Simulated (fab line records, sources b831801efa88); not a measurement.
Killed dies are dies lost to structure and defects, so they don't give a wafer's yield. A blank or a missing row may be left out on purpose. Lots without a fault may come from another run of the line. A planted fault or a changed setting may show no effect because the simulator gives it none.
Which tool did it? | flow gf180mcu | 12 lots, 36 wafers sampled, at 4 steps of a route of 602

WHAT THE GAUGES READ, wafer by wafer
GF_V5_THK_MEAS_25: measures by xrf. Usual: V5_W_THK 354 nm, standard deviation 4.3.
lot  | measured     | on            | V5_W_THK (nm) | flag
L750 | day 27 11:59 | film_metro-01 | 355 356 357   |
L751 | day 27 13:07 | film_metro-04 | 354 350 354   |
L752 | day 27 23:56 | film_metro-02 | 350 360 359   |
L753 | day 28 03:58 | film_metro-01 | 351 355 353   |
L754 | day 28 11:31 | film_metro-02 | 352 353 353   |
L755 | day 28 19:38 | film_metro-01 | 357 357 356   |
L756 | day 29 05:05 | film_metro-04 | 356 356 356   |
L757 | day 29 13:54 | film_metro-02 | 355 349 351   |
L758 | day 30 01:56 | film_metro-04 | 357 351 352   |
L759 | day 30 05:02 | film_metro-02 | 357 350 354   |
L764 | day 31 16:07 | film_metro-02 | 357 358 352   |
L770 | day 32 22:59 | film_metro-01 | 358 360 362   |

WHICH TOOL RAN EACH LOT (tool, then ch and the chambers of the sampled wafers, then the start)
lot  | GF_M2_SPUTTER_01             | GF_V5_ETCH_16                      | GF_V5_CVD_23
L750 | pvd_sputter-01, day 18 10:46 | rie_diel-02 ch 0,1,2, day 27 10:22 | cvd_w-02 ch 0,1, day 27 11:46
L751 | pvd_sputter-02, day 18 14:32 | rie_diel-03 ch 0,2, day 27 11:40   | cvd_w-02 ch 0,1, day 27 12:52
L752 | pvd_sputter-04, day 19 03:22 | rie_diel-01 ch 0,1, day 27 22:54   | cvd_w-01 ch 0,1, day 27 23:42
L753 | pvd_sputter-01, day 19 08:19 | rie_diel-01 ch 1,2,3, day 28 02:55 | cvd_w-01 ch 0,1, day 28 03:44
L754 | pvd_sputter-02, day 19 16:46 | rie_diel-03 ch 0,1,2, day 28 10:24 | cvd_w-02 ch 1, day 28 11:17
L755 | pvd_sputter-01, day 20 03:01 | rie_diel-01 ch 1,2, day 28 18:37   | cvd_w-02 ch 0,1, day 28 19:25
L756 | pvd_sputter-02, day 20 12:37 | rie_diel-01 ch 0,1,3, day 29 04:01 | cvd_w-01 ch 0,1, day 29 04:50
L757 | pvd_sputter-01, day 21 02:22 | rie_diel-03 ch 0,1,3, day 29 12:52 | cvd_w-02 ch 0,1, day 29 13:40
L758 | pvd_sputter-04, day 21 13:52 | rie_diel-01 ch 0,1, day 30 00:55   | cvd_w-02 ch 0,1, day 30 01:43
L759 | pvd_sputter-02, day 21 19:08 | rie_diel-01 ch 0,1,3, day 30 04:00 | cvd_w-02 ch 0,1, day 30 04:47
L764 | pvd_sputter-01, day 23 15:02 | rie_diel-01 ch 2,3, day 31 15:04   | cvd_w-01 ch 0,1, day 31 15:53
L770 | pvd_sputter-02, day 25 08:46 | rie_diel-02 ch 0,1,3, day 32 21:58 | cvd_w-02 ch 0,1, day 32 22:44
- GF_M2_SPUTTER_01: material TiN, target thk 30 nm, time 25 s.
- GF_V5_ETCH_16: etches BARC in N2/H2.
- GF_V5_CVD_23: deposits W, target thk 350 nm, time 104.9 s.

WHAT THE TOOLS THEMSELVES READ (means of the sampled wafers that have a number; where no wafer has one, the mark that the record gives instead)
GF_M2_SPUTTER_01. Usual: throttle_valve_pct 30.2 %, standard deviation 1.1.
lot  | tool           | throttle_valve_pct (%) | flag
L750 | pvd_sputter-01 | 30.9                   |
L751 | pvd_sputter-02 | 30.1                   |
L752 | pvd_sputter-04 | 28.6                   |
L753 | pvd_sputter-01 | 30.0                   |
L754 | pvd_sputter-02 | 30.2                   |
L755 | pvd_sputter-01 | 29.7                   |
L756 | pvd_sputter-02 | 29.6                   |
L757 | pvd_sputter-01 | 31.2                   |
L758 | pvd_sputter-04 | 29.0                   |
L759 | pvd_sputter-02 | 29.3                   |
L764 | pvd_sputter-01 | 31.0                   |
L770 | pvd_sputter-02 | 30.0                   |

GF_V5_ETCH_16. Usual: drypump_motor_current_A 5.7 A, standard deviation 0.36; oes_product_au 0.855 a.u., standard deviation 0.0044; throttle_valve_pct 13.225 %, standard deviation 0.0097.
lot  | tool        | drypump_motor_current_A (A) | oes_product_au (a.u.) | throttle_valve_pct (%) | flag
L750 | rie_diel-02 | 5.5                         | 0.856                 | 13.225                 |
L751 | rie_diel-03 | 6.2                         | 0.854                 | 13.226                 |
L752 | rie_diel-01 | 5.8                         | 0.852                 | 13.229                 |
L753 | rie_diel-01 | 5.6                         | 0.852                 | 13.238                 |
L754 | rie_diel-03 | 5.8                         | 0.855                 | 13.231                 |
L755 | rie_diel-01 | 5.6                         | 0.851                 | 13.223                 |
L756 | rie_diel-01 | 5.7                         | 0.857                 | 13.226                 |
L757 | rie_diel-03 | 5.9                         | 0.852                 | 13.219                 |
L758 | rie_diel-01 | 5.8                         | 0.850                 | 13.214                 |
L759 | rie_diel-01 | 5.7                         | 0.860                 | 13.229                 |
L764 | rie_diel-01 | 5.5                         | 0.850                 | 13.218                 |
L770 | rie_diel-02 | 5.4                         | 0.849                 | 13.232                 |

GF_V5_CVD_23. Usual: heater_power_w 887 W, standard deviation 150.
lot  | tool     | heater_power_w (W) | flag
L750 | cvd_w-02 | 850                |
L751 | cvd_w-02 | 937                |
L752 | cvd_w-01 | 883                |
L753 | cvd_w-01 | 834                |
L754 | cvd_w-02 | 1061               |
L755 | cvd_w-02 | 839                |
L756 | cvd_w-01 | 904                |
L757 | cvd_w-02 | 827                |
L758 | cvd_w-02 | 956                |
L759 | cvd_w-02 | 939                |
L764 | cvd_w-01 | 898                |
L770 | cvd_w-02 | 941                |

THE ANSWER, worked out from the rows above alone
Rule: a lot is off if the mean of its wafers that have a number lies more than 3 standard deviations from the usual mean. A lot without any number at a reading at which 4 lots or more have one is off too. The other lots that the step has rows for count as sound. The gauges are gone through in route order, then the tools' own readings, and for those a lot's mean is taken as printed above. The first step at which some lot is off is used, and at that step the reading that is off furthest; a lot without a number counts as furthest.
No lot is off at any reading shown: from this, nothing can be told.

WHAT THE SIMULATOR HAD PUT IN
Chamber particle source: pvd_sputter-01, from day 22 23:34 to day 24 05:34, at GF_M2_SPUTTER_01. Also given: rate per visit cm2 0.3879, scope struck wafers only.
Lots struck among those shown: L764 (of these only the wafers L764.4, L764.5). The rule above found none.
